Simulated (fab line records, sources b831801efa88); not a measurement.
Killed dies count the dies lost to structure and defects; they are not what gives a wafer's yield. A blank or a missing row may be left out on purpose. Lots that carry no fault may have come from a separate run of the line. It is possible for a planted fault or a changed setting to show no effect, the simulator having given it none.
The tool behind it: which one? || flow sky130 || 6 lots (18 wafers sampled), 1 step of a 708-step route

== WHAT EACH GAUGE READ, for each wafer ==
SKY_FIELD_ISO_CD_MEAS_13: the cd target is 150 nm.
{"lot": "L689", "measured": "day 2 12:34", "on": "cdSem-02", "cdNm (nm)": "151.4 150.3 152.3"}
{"lot": "L691", "measured": "day 2 21:35", "on": "cdSem-02", "cdNm (nm)": "147.8 147.7 147.8"}
{"lot": "L698", "measured": "day 4 09:53", "on": "cdSem-02", "cdNm (nm)": "151.2 151.6 151.0"}
{"lot": "L705", "measured": "day 5 22:50", "on": "cdSem-01", "cdNm (nm)": "149.7 148.8 148.2"}
{"lot": "L709", "measured": "day 6 19:23", "on": "cdSem-01", "cdNm (nm)": "150.6 150.6 150.3"}
{"lot": "L711", "measured": "day 7 05:38", "on": "cdSem-01", "cdNm (nm)": "149.5 148.6 149.8"}

== WHAT TOOL EACH LOT RAN ON (gives the tool, then ch and the chambers of the sampled wafers, and finally the start) ==
No process step before these readings appears in the record.

== THE ANSWER, worked out from the rows above alone ==
Rule: what is usual is taken from the lots themselves. Put in order of their means at a reading, lots are off if they are a third of the lots or fewer, leave a main group of 4 or more, and stand apart from it by a gap of 3 or more times the standard deviation of the main group's means; of several such gaps the widest counts. The tables above print the reading to a certain number of digits; a main group whose means all agree to those digits is not used. Also off: a lot with no number at a reading for which 4 or more lots have one. Where the step has rows for the other lots, those lots are counted as sound.
None of the lots is off at any reading shown; this tells nothing.

== WHAT THE SIMULATOR PUT IN ==
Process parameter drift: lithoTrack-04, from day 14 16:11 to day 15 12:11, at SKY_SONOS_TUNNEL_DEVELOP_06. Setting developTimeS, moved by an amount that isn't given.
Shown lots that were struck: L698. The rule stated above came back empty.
